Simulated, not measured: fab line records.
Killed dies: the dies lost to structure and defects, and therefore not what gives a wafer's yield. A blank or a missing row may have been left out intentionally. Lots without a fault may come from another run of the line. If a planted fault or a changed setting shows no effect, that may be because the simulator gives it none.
Struck lot and sound lot, side by side | flow sky130 | 14 steps out of a route of 708
Sound: wafers L424.2, L424.3, L424.6. Wafers struck: L426.2, L426.3, L426.5. The cause is given at the end.
Each step with rows lists, per side, the tool, then ch with its chambers, then its first start. Under that, the readings that differ: sound wafers | struck wafers | difference of the means | sigmas: that difference in standard deviations of wafers without a fault.
alike: words and numbers the same on both sides, and readings whose means are apart by under 2 such deviations; not compared: readings that were withheld, readings missing a value for some wafer, numbers with overlapping values and no deviation given by the record, and bounds like >300 which may hide the same value.
Wherever a step has rows on one side only, a row that says differs or no value, or a row with sigmas, the two part there. Numbers that don't overlap but have no deviation are shown without sigmas and don't part them. Lack of a reading on every wafer of one side parts them only where that side has two or more wafers.

first, 1 step without rows for these wafers: SKY_SD_N_IMPLANT_10.
SKY_SD_N_STRIP_11: strips in O2/N2.
  sound on plasma asher-04 ch 0,1, day 28 05:29; struck on plasma asher-04 ch 0,1, day 29 03:20
  alike: drypump motor current A, oes product au, strip time to endpoint s
  not compared: rf hours counter h
SKY_SD_N_TW_MEAS_12:
  sound: film metro-03 at day 28 05:36; struck: film metro-04 at day 29 03:26
  alike: SD_N_TW
then, 1 step without rows for these wafers: SKY_SD_N_CLEAN_13 (cleans in SC1/SC2, time 150 s).
SKY_SD_N_RTA_14: time 2 s.
  sound on rtp anneal-01 ch 0, day 28 05:43; struck on rtp anneal-01 ch 0, day 29 03:33
  alike: lamp power pct, wafer_temp_C_max
SKY_SD_N_RS_MEAS_16: the measuring method here is four-point-probe.
  sound: film metro-01 at day 28 05:54; struck: film metro-03 at day 29 03:44
  alike: SD_N_RS
SKY_SD_N_RS_MEAS_17: the measuring method here is four-point-probe.
  sound: film metro-01 at day 28 06:01; struck: film metro-03 at day 29 03:52
  alike: SD_P_RS
SKY_SD_N_RS_MEAS_18: the measuring method here is four-point-probe.
  sound: film metro-01 at day 28 06:08; struck: film metro-03 at day 29 03:59
  alike: RES_XHIGH_RS
then, 2 steps without rows for these wafers: SKY_SALICIDE_CLEAN_00 (cleans in HF-last, time 30 s); SKY_LI_CONTACT_HDPCVD_00 (deposits PSG, target thk 930 nm, time 155 s).
SKY_LI_CONTACT_THK_MEAS_01:
  sound: film metro-03 at day 28 06:25; struck: film metro-01 at day 29 04:13
  reading                    | sound       | struck      | difference | sigmas
  LI_CONTACT_HDPCVD_THK (nm) | 919 901 916 | 927 934 923 | +16        | +2
SKY_LI_CONTACT_CMP_02: polishes PSG.
  sound on cmp-01 ch 1,2,3, day 28 06:28; struck on cmp-02 ch 0,1,2, day 29 04:19
  no value came back on the struck wafers for edge zone pressure frac, head pressure psi (psi), motor current A (A), time to endpoint s (s); on the sound wafers edge zone pressure frac reads 0.995 0.999 0.997
  reading                                       | sound             | struck            | difference | sigmas
  model.PSG_of_LI_CONTACT_HDPCVD_00.thk nm (nm) | 598.2 596.5 597.3 | 926.5 934.5 923.8 | +330.9     |
SKY_LI_CONTACT_BOW_MEAS_03:
  sound: film metro-01 at day 28 06:47; struck: film metro-01 at day 29 04:52
  reading             | sound    | struck | difference                    | sigmas
  LI_CONTACT_BOW (um) | 43 34 50 | - - -  | no value on the struck wafers |
  not compared: hold
SKY_PAD_OPEN_PROBE_99:
  rows exist in the record for the sound wafers here (prober-01, day 46 03:48), none for the struck ones

## WHERE THEY PART
At SKY_LI_CONTACT_THK_MEAS_01 first; at SKY_PAD_OPEN_PROBE_99 last (within this record only).

WHY: what had been put in by the simulator
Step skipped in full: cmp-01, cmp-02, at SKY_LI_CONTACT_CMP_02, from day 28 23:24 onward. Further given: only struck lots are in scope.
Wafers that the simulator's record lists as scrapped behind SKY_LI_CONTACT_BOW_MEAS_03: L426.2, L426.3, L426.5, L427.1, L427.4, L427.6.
